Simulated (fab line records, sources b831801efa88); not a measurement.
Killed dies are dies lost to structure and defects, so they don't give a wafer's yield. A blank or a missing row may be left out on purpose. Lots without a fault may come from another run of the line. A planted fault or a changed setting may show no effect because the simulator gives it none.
Which tool did it? | flow sky130 | 6 lots, 18 wafers sampled, at 1 step of a route of 708

WHAT THE GAUGES READ, wafer by wafer
SKY_SONOS_ONO_THK_MEAS_03.
lot  | measured     | on            | SONOS_ONO_CVD_02_THK (nm)
L203 | day 11 15:01 | film_metro-02 | 10.49 10.67 10.62
L206 | day 13 02:31 | film_metro-02 | 10.74 10.40 10.59
L211 | day 14 10:21 | film_metro-04 | 10.49 10.44 10.38
L216 | day 16 18:48 | film_metro-02 | 10.47 10.45 10.47
L219 | day 17 08:12 | film_metro-02 | 10.31 10.38 10.50
L223 | day 18 13:19 | film_metro-02 | 10.47 10.52 10.56

WHICH TOOL RAN EACH LOT (tool, then ch and the chambers of the sampled wafers, then the start)
The record holds no process step before these readings.

THE ANSWER, worked out from the rows above alone
Rule: what is usual is taken from the lots themselves. Put in order of their means at a reading, lots are off if they are a third of the lots or fewer, leave a main group of 4 or more, and stand apart from it by a gap of 3 or more times the standard deviation of the main group's means; of several such gaps the widest counts. A main group whose means are all the same, to the digits that the tables above print for the reading, isn't used. A lot without any number at a reading at which 4 lots or more have one is off too. The other lots that the step has rows for count as sound.
No lot is off at any reading shown: from this, nothing can be told.

WHAT THE SIMULATOR HAD PUT IN
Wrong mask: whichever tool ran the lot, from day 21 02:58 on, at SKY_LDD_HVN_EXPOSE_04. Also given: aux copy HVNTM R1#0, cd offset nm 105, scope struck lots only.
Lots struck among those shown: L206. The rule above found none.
